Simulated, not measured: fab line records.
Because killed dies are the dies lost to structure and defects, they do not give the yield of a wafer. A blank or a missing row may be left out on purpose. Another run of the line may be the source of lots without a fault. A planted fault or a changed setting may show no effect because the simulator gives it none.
Struck lot and sound lot, side by side    flow sky130    14 out of 708 route steps
Sound: these wafers, L211.1, L211.2, L211.6. Wafers struck: L216.1, L216.3, L216.4. Last of all comes the cause.
For every step that has rows: the tool of each side, followed by ch and its chambers, followed by its first start. Under that, the readings that differ: sound wafers    struck wafers    difference of the means    sigmas: that difference in standard deviations of wafers without a fault.
alike: readings with means less than 2 such deviations apart, plus words and numbers identical on both sides. not compared: withheld readings, readings lacking a value on some wafer, bounds such as >300 that could conceal the same value, and numbers that have no deviation in the record and whose values overlap.
The two part at a step that has a row with sigmas, a row that says differs or no value, or rows on one side only. Non-overlapping numbers with no deviation appear without sigmas and do not part them. A reading missing from all wafers of one side parts the sides only when that side holds two or more wafers.

SKY_LI_CONTACT_RS_MEAS_22: the measuring method here is four-point-probe.
  sound: film_metro-04 at day 30 11:51; struck: film_metro-04 at day 31 19:44
  alike: LI_CONTACT_W_RS
SKY_LI_CONTACT_THK_MEAS_23: measures by xrf.
  sound: film_metro-04 at day 30 11:58; struck: film_metro-04 at day 31 19:51
  alike: LI_CONTACT_W_THK
SKY_LI_CONTACT_CMP_24: polishes, stops on PSG, t overpolish 20 s, target thk 0 nm.
  sound on cmp-01 ch 0,3, day 30 12:05; struck on cmp-01 ch 0,2,3, day 31 19:55
  alike: edge_zone_pressure_frac, motor_current_A, overpolish_run_s, retaining_ring_pressure_frac, time_to_endpoint_s
SKY_LOCAL_INTERCONNECT_SPUTTER_00: material TiN, target thk 100 nm, time 83.3 s.
  sound: pvd_sputter-01 at day 30 12:20; struck: pvd_sputter-01 at day 31 20:13
  alike: throttle_valve_pct
SKY_LOCAL_INTERCONNECT_RS_MEAS_01: the measuring method here is four-point-probe.
  sound: film_metro-03 at day 30 12:23; struck: film_metro-04 at day 31 20:17
reading                             sound              struck             difference  sigmas
LOCAL_INTERCONNECT_TIN_RS (ohm/sq)  13.99 14.22 14.03  14.59 14.37 14.33  +0.35       +2
SKY_LOCAL_INTERCONNECT_THK_MEAS_02: measures by xrf.
  sound: film_metro-03 at day 30 12:31; struck: film_metro-04 at day 31 20:24
reading                          sound             struck          difference  sigmas
LOCAL_INTERCONNECT_TIN_THK (nm)  100.8 99.3 100.3  96.5 98.0 98.5  -2.5        -2
then, 6 steps without rows for these wafers: SKY_LOCAL_INTERCONNECT_DEHYDRATE_03 (time 60 s); SKY_LOCAL_INTERCONNECT_HMDS_04 (prime time 60 s); SKY_LOCAL_INTERCONNECT_COAT_05 (resist thk 60 nm); SKY_LOCAL_INTERCONNECT_COAT_06 (resist thk 450 nm); SKY_LOCAL_INTERCONNECT_SOFTBAKE_07 (time 90 s); SKY_LOCAL_INTERCONNECT_EXPOSE_08 (exposes mask LI1M, target cd 170 nm).
SKY_LOCAL_INTERCONNECT_PEB_09:
  struck on litho_track-01, day 32 22:00; sound on litho_track-03 ch 0, day 31 16:00
reading          sound           struck  difference                     sigmas
exhaust_pa (Pa)  44.2 44.5 44.7  - - -   no value on the struck wafers  
  not compared: chill_plate_temp_C, resist_line_temp_C
then, 1 step without rows for these wafers: SKY_LOCAL_INTERCONNECT_DEVELOP_10 (develop time 60 s).

== WHERE THEY PART ==
Last at SKY_LOCAL_INTERCONNECT_PEB_09 as far as this record goes, first at SKY_LOCAL_INTERCONNECT_RS_MEAS_01.

WHY: what the simulator had put in
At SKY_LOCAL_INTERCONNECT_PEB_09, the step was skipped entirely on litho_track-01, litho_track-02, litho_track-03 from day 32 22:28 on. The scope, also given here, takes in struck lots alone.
